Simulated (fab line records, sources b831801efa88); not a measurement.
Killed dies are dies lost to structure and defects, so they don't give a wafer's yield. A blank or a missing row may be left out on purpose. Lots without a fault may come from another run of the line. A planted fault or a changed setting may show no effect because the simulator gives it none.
Chamber matching | flow sfq_line | SFQ_TRILAYER_I7_CMP_CMP_184 on cmp-01: 4 sister chambers
The step polishes SiO2. 7 wafers are shown with their chamber, then 7 later ones without.

WAFERS WITH THEIR CHAMBER
wafer  | chamber | time_to_endpoint_s (s) | motor_current_A (A)
L561.2 | 1       | 199                    | 9.3
L561.6 | 3       | 212                    | 9.4
L562.1 | 1       | 199                    | 10.1
L562.5 | 0       | 208                    | 9.2
L564.2 | 0       | 215                    | 9.5
L564.5 | 2       | 228                    | 10.0
L565.1 | 3       | 196                    | 9.8

WAFERS WITHOUT THEIR CHAMBER
wafer  | time_to_endpoint_s (s) | motor_current_A (A)
L566.5 | 219                    | 9.5
L578.2 | 197                    | 9.5
L578.3 | 207                    | 9.5
L578.5 | 221                    | 9.8
L580.4 | 232                    | 9.8
L580.5 | 211                    | 9.4
L580.6 | 225                    | 9.4

WHICH CHAMBER EACH WENT THROUGH
wafer  | from the rows above               | in truth
L566.5 | can't be placed: 0 or 2 or 3 or 1 | 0
L578.2 | can't be placed: 1 or 3 or 0      | 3
L578.3 | can't be placed: 3 or 0 or 1      | 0
L578.5 | can't be placed: 2 or 0 or 3 or 1 | 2
L580.4 | 2                                 | 2
L580.5 | can't be placed: 0 or 3 or 1      | 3
L580.6 | can't be placed: 2 or 0 or 3      | 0
Placed correctly: 1 of 7. Can't be placed from these rows: 6 (the true chamber is among the candidates in 6). Placed wrongly: 0.
How it was worked out, from the rows above alone: a wafer's distance from a chamber is the root of the sum, over the readings, of the square of ((its reading less the chamber's mean) divided by the reading's scatter). The wafer belongs to the nearest chamber; if the next one is less than 2 further off, it can't be placed. A chamber's mean is the mean of its shown wafers. The scatter: the root of (the sum of the squares of (reading less its chamber's mean) over the shown wafers, divided by (wafers less chambers)).
